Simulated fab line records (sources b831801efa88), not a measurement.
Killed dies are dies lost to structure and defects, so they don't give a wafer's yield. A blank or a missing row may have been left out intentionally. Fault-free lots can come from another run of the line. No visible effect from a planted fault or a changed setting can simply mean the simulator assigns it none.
A struck lot beside a sound one -- flow gf180mcu -- 14 steps out of a route of 602
Sound: the wafers L198.2, L198.3, L198.6. The struck wafers were L207.2, L207.4, L207.6. At the end, the cause is stated.
Per side, at each step with rows, come the tool, then ch with its chambers, and then its first start. Under that, the readings that differ: sound wafers -- struck wafers -- difference of the means -- sigmas: that difference in standard deviations of wafers without a fault.
alike: readings whose means differ by less than 2 such deviations, and words and numbers that are the same on both sides. not compared: withheld readings, readings that some wafer has no value for, bounds like >300 that may hide the same value, and numbers for which the record gives no deviation and whose values overlap.
The two part at a step that has a row with sigmas, a row that says differs or no value, or rows on one side only. Numbers that have no deviation but don't overlap get no sigmas and don't part them. Lack of a reading on every wafer of one side parts them only where that side has two or more wafers.

first, 2 steps without rows for these wafers: GF_VT_IMPLANT_PEB_38; GF_VT_IMPLANT_DEVELOP_39 (develop time 60 s).
GF_VT_IMPLANT_OVL_MEAS_40:
  sound: overlay-02 at day 9 05:36; struck: overlay-02 at day 11 12:09
reading,sound,struck,difference,sigmas
VT_IMPLANT_03_OVL (nm),3.4 1.5 2.7,-0.2 -0.2 0.2,-2.6,-2
following that, these wafers have no rows for 1 step: GF_VT_IMPLANT_IMPLANT_41.
GF_VT_IMPLANT_STRIP_42: strips in O2/N2.
  sound on plasmaAsher-03 ch 0,1, day 9 05:47; struck on plasmaAsher-04 ch 0,1, day 11 12:20
reading,sound,struck,difference,sigmas
drypumpMotorCurrentA (A),6.10 5.85 6.11,5.66 5.86 5.64,-0.30,-2
  alike: heaterPowerW, oesProductAu, stripTimeToEndpointS
  not compared: rfHoursCounterH
GF_VT_IMPLANT_TW_MEAS_43:
  sound: filmMetro-01 at day 9 05:53; struck: filmMetro-01 at day 11 12:26
  alike: VT_IMPLANT_4_TW
then, 1 step without rows for these wafers: GF_VT_IMPLANT_CLEAN_44 (cleans in SC1/SC2, time 150 s).
GF_VT_IMPLANT_RTA_45: time 30 s.
  sound on rtpAnneal-02 ch 0, day 9 06:01; struck on rtpAnneal-02 ch 0, day 11 12:34
  alike: lampPowerPct, wafer_temp_C_max
GF_VT_IMPLANT_RS_MEAS_46: measurement is done with a four-point probe.
  sound: filmMetro-02 at day 9 06:07; struck: filmMetro-03 at day 11 12:40
  alike: MVSD_RS
GF_VT_IMPLANT_RS_MEAS_47: measurement is done with a four-point probe.
  sound: filmMetro-02 at day 9 06:14; struck: filmMetro-03 at day 11 12:47
  alike: NWELL_RS
GF_VT_IMPLANT_RS_MEAS_48: measurement is done with a four-point probe.
  sound: filmMetro-02 at day 9 06:21; struck: filmMetro-03 at day 11 12:54
  alike: LVPWELL_RS
GF_VT_IMPLANT_RS_MEAS_49: measurement is done with a four-point probe.
  sound: filmMetro-02 at day 9 06:28; struck: filmMetro-03 at day 11 13:01
  alike: MVPSD_RS
GF_VT_IMPLANT_WET_ETCH_50: etches SiO2 in dHF, target depth 20 nm, time 400 s.
  sound on wetBench-01 ch 3, day 9 06:34; struck on wetBench-01 ch 2, day 11 13:07
  no value came back on the struck wafers for bathHeatDutyPct (%), runLengthS (s), timeS (s); on the sound wafers bathHeatDutyPct (%) reads 5.2 5.7 5.4
reading,sound,struck,difference,sigmas
model.SiO2_of_STI_CVD_23.thkNm (nm),383.4 384.8 383.3,400.1 400.4 398,+15.7,
model.SiO2_of_STI_OXIDATION_29.thkNm (nm),0 0 0,9.737 9.525 9.678,+9.647,
-- record jumps: 22 days separate the struck wafers' starts on either side; left off in module VT_IMPLANT, taken up again in module PASSIVATION, whose first shown step is the route's number 602 --
GF_PASSIVATION_PROBE_99:
  record: rows for the struck wafers here (prober-02, day 33 12:09), none for the sound ones

WHERE THEY PART
At GF_VT_IMPLANT_OVL_MEAS_40 first; at GF_PASSIVATION_PROBE_99 last (within this record only).

WHY: what the simulator had put in
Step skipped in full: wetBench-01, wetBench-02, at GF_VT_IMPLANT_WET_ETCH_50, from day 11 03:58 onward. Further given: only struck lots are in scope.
